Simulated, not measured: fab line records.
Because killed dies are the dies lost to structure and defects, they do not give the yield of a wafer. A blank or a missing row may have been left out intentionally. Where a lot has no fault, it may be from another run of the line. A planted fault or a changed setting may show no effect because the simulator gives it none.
Chamber matching | flow sky130 | SKY_LI_CONTACT_CMP_24 on cmp-01: 4 sister chambers
The step polishes, stops on PSG, t overpolish 20 s, target thk 0 nm. 4 wafers are shown with their chamber, then 7 later ones without.

## WAFERS, EACH WITH ITS CHAMBER
wafer  | chamber | motor current A (A)
L338.2 | 2       | 12.3
L338.3 | 1       | 12.0
L340.1 | 3       | 9.0
L340.2 | 0       | 9.2

## WAFERS WHOSE CHAMBER IS MISSING
wafer  | motor current A (A)
L340.3 | 11.9
L345.1 | 9.5
L345.5 | 9.4
L345.6 | 11.8
L348.4 | 9.4
L348.5 | 12.6
L348.6 | 11.7

## WHICH CHAMBER EACH WENT THROUGH
wafer  | from the rows above     | in truth
L340.3 | can't be placed: 1 or 2 | 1
L345.1 | can't be placed: 0 or 3 | 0
L345.5 | can't be placed: 0 or 3 | 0
L345.6 | can't be placed: 1 or 2 | 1
L348.4 | can't be placed: 0 or 3 | 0
L348.5 | can't be placed: 2 or 1 | 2
L348.6 | can't be placed: 1 or 2 | 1
0 of 7 placed correctly. Cannot be placed on the basis of these rows: 7; the candidates contain the true chamber in 7. Placed wrongly: 0.
How it was worked out, from the rows above alone: a wafer's distance from a chamber is the root of the sum, over the readings, of the square of ((its reading less the chamber's mean) divided by the reading's scatter). If the next closest chamber is less than 2 further off than the closest, the wafer can't be placed; otherwise it belongs to the closest. A chamber's mean is the mean of its shown wafers. The scatter (one wafer shown for each chamber): square how far every hidden wafer sits from the nearest shown wafer, average those squares and take the square root.
